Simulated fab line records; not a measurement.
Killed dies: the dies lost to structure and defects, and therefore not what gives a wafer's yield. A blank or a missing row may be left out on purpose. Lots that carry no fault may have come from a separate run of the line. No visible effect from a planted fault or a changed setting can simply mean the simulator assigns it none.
Matching of chambers | flow sky130 | 3 sister chambers for SKY_CONTACT_CVD_00 on pecvd-02
The step deposits Si3N4, target thk 75 nm. 14 wafers are shown with their chamber, then 7 later ones without.

== WAFERS, EACH WITH ITS CHAMBER ==
wafer  | chamber | heater-power-w (W) | rf-fwd-power-W (W)
L840.1 | 1       | 848                | 445.4
L840.2 | 0       | 675                | 445.7
L840.6 | 1       | 816                | 442.8
L844.2 | 2       | 582                | 444.4
L844.4 | 1       | 849                | 444.1
L844.5 | 2       | 578                | 444.4
L850.2 | 1       | 868                | 444.9
L850.4 | 0       | 622                | 442.6
L850.5 | 1       | 873                | 444.3
L851.1 | 0       | 606                | 445.3
L851.5 | 2       | 526                | 444.8
L851.6 | 0       | 611                | 445.4
L856.1 | 0       | 595                | 445.7
L856.3 | 1       | 891                | 442.9

SIGNATURES (means of the wafers above)
reading        | chamber 0 | chamber 1 | chamber 2 | scatter within a chamber
heater-power-w | 621.80    | 857.50    | 562.00    | 29
rf-fwd-power-W | 444.940   | 444.067   | 444.533   | 1.07
Rule: a wafer's distance from a chamber is the root of the sum, over the readings, of the square of ((its reading less the chamber's mean) divided by the reading's scatter). The wafer belongs to the nearest chamber; if the next one is less than 2 further off, it can't be placed. The scatter: the root of (the sum of the squares of (reading less its chamber's mean) over the shown wafers, divided by (wafers less chambers)).

== WAFERS WHOSE CHAMBER IS MISSING ==
wafer  | heater-power-w (W) | rf-fwd-power-W (W)
L856.4 | 591                | 442.9
L859.2 | 616                | 446.7
L859.4 | 632                | 443.0
L859.6 | 823                | 442.8
L860.1 | 925                | 441.9
L860.3 | 644                | 444.7
L860.4 | 918                | 443.7

== WHICH CHAMBER EACH ONE RAN IN ==
wafer  | from the rows above     | in truth
L856.4 | can't be placed: 2 or 0 | 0
L859.2 | can't be placed: 0 or 2 | 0
L859.4 | can't be placed: 0 or 2 | 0
L859.6 | 1                       | 1
L860.1 | 1                       | 1
L860.3 | 0                       | 0
L860.4 | 1                       | 1
4 of 7 placed correctly. Unplaceable from these rows: 3, with the true chamber sitting among the candidates in 3. 0 placed wrongly.
